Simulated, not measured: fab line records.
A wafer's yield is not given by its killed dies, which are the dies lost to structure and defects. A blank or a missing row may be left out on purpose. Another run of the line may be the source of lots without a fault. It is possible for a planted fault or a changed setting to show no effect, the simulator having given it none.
The tool behind it: which one? || flow sky130 || 6 lots, 18 wafers sampled, at 2 steps of a route of 708

== WHAT THE GAUGES SHOWED, per wafer ==
SKY_CONTACT_THK_MEAS_01.
{"lot": "L277", "measured": "day 30 05:08", "on": "film_metro-02", "CONTACT_CVD_00_THK (nm)": "74.1 73.0 74.6"}
{"lot": "L279", "measured": "day 31 07:14", "on": "film_metro-03", "CONTACT_CVD_00_THK (nm)": "73.1 73.9 74.2"}
{"lot": "L282", "measured": "day 32 08:48", "on": "film_metro-03", "CONTACT_CVD_00_THK (nm)": "74.4 74.5 75.5"}
{"lot": "L287", "measured": "day 34 00:22", "on": "film_metro-01", "CONTACT_CVD_00_THK (nm)": "73.8 75.6 75.4"}
{"lot": "L289", "measured": "day 34 08:36", "on": "film_metro-01", "CONTACT_CVD_00_THK (nm)": "74.2 74.4 74.6"}
{"lot": "L294", "measured": "day 37 09:56", "on": "film_metro-03", "CONTACT_CVD_00_THK (nm)": "73.5 73.9 75.1"}

== WHICH TOOL RAN EACH LOT (tool, then ch and the chambers of the sampled wafers, then the start) ==
{"lot": "L277", "SKY_FIELD_ISO_OXIDATION_01": "furnace-02 ch 0, day 1 16:39"}
{"lot": "L279", "SKY_FIELD_ISO_OXIDATION_01": "furnace-01 ch 0, day 2 01:37"}
{"lot": "L282", "SKY_FIELD_ISO_OXIDATION_01": "furnace-01 ch 0, day 2 16:07"}
{"lot": "L287", "SKY_FIELD_ISO_OXIDATION_01": "furnace-01 ch 0, day 3 17:07"}
{"lot": "L289", "SKY_FIELD_ISO_OXIDATION_01": "furnace-01 ch 0, day 4 03:10"}
{"lot": "L294", "SKY_FIELD_ISO_OXIDATION_01": "furnace-02 ch 0, day 5 04:18"}
- SKY_FIELD_ISO_OXIDATION_01: stabilise 600 s, purge 300 s, target thk 12 nm.

== THE ANSWER, worked out from the rows above alone ==
Rule: the lots themselves supply what counts as usual. The widest of any qualifying gaps counts: lots, ordered by their means at a reading, are off when they make up no more than a third of the lots, leave a main group of 4 or more, and stand apart from it by 3 or more times the standard deviation of that group's means. Not used: any main group whose means are identical at the precision the tables above print for the reading. A lot without any number at a reading at which 4 lots or more have one is off too. The other lots that the step has rows for count as sound.
No lot is off on any of the readings shown, so nothing can be concluded from this.

== WHAT THE SIMULATOR HAD INSERTED ==
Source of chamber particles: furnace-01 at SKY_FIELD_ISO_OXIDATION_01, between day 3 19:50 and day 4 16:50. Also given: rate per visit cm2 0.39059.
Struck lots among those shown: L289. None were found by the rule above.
